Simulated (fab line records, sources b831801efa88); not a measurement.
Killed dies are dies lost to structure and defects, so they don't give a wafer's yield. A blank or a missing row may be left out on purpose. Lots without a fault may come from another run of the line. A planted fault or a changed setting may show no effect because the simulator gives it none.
Problem report in the 8D (eight disciplines) form, filled by code | flow gf180mcu | the parts of the form that need people (team, actions taken, sign-off) are left out

1. THE PROBLEM
oes_product_au at GF_STI_ETCH_13 reads a mean of 0.756 a.u. on 1 wafer of 1 lot; wafers without a fault read 0.836 a.u. with a standard deviation of 0.005. That is -16 standard deviations from the usual mean.
The step: etches the open film in CHF3/O2, stops on Si, target depth 282.31 nm, time 112.9 s.
First seen on wafer L126.2, day 5 02:01, on rie_diel-03. The record holds 36 wafers of 12 lots with a number at this step. Rule for "out", or "out of limits": more than 4 standard deviations from the usual mean. The other wafers with a number count as sound.

2. WHAT IT IS AND WHAT IT IS NOT
question                    | is               | is not
which readings at this step | oes_product_au   | drypump_motor_current_A, rf_fwd_power_W, throttle_valve_pct
which lots                  | L126             | L112, L113, L114, L115, L117, L118, L120, L123, L131, L133, L135
which wafers of those lots  | L126.2           | L126.3, L126.5
read on which tools         | rie_diel-03      | rie_diel-01, rie_diel-04
when                        | from day 5 02:01 | up to then (26 sound wafers); but 9 sound wafers of L131, L133, L135 came after

3. SUSPECTS, AND WHAT RULES EACH OUT
Counting: a tool at a process step up to the reading stays a suspect if it ran every lot that is out. Sound lots after the first of them don't rule it out here, since some wafers of a struck lot are sound.
- rie_diel-03 at GF_STI_ETCH_13 (etches the open film in CHF3/O2, stops on Si, target depth 282.31 nm, time 112.9 s): kept. It ran the lot that is out, L126 (day 5 02:01); its last sound lot up to then is L120 (day 3 18:56). Its own readings are out on those wafers: oes_product_au.
- Within rie_diel-03 at GF_STI_ETCH_13: the wafers that are out ran in chamber 2; their sound lot-mates ran in chambers 0, 1.
Left after counting: rie_diel-03 at GF_STI_ETCH_13.

4. THE CAUSE (what the simulator had put in)
Process parameter drift: rie_diel-03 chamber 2, from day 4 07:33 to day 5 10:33, at GF_STI_ETCH_13. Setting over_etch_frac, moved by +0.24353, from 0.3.
Counting left only this tool.

5. THE CHAIN OF EFFECTS, in route order
Each row: a reading whose mean over the struck wafers that have a number lies more than 3 standard deviations from the usual. Only readings for which the record gives a usual standard deviation are gone through. hours: the time from each lot's start at the first step in this table that gives one to its start at this step, as a median over the lots. sigmas: the change in usual standard deviations.
hours | step            | reading                  | usual      | on struck wafers | change | sigmas
0     | GF_STI_ETCH_13  | oes_product_au           | 0.836 a.u. | 0.756            | -0.080 | -16
0     | GF_STI_STRIP_15 | oes_product_au           | 0.383 a.u. | 0.357            | -0.026 | -5.5
0     | GF_STI_STRIP_15 | strip_time_to_endpoint_s | 3.71 s     | 3.08             | -0.63  | -11
The process steps in it:
- GF_STI_ETCH_13: etches the open film in CHF3/O2, stops on Si, target depth 282.31 nm, time 112.9 s.
- GF_STI_STRIP_15: strips in O2/N2.
Later measuring or inspecting steps at which every struck wafer that the step has a row for has a number for every such reading, and none has moved that far: GF_DNWELL_TW_MEAS_09, GF_LVPWELL_TW_MEAS_11, GF_VT_IMPLANT_TW_MEAS_10.

6. WHAT WOULD HAVE CAUGHT IT SOONER
In this record the first reading out of limits was taken at day 5 02:01, 18 hours after the fault began at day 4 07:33.
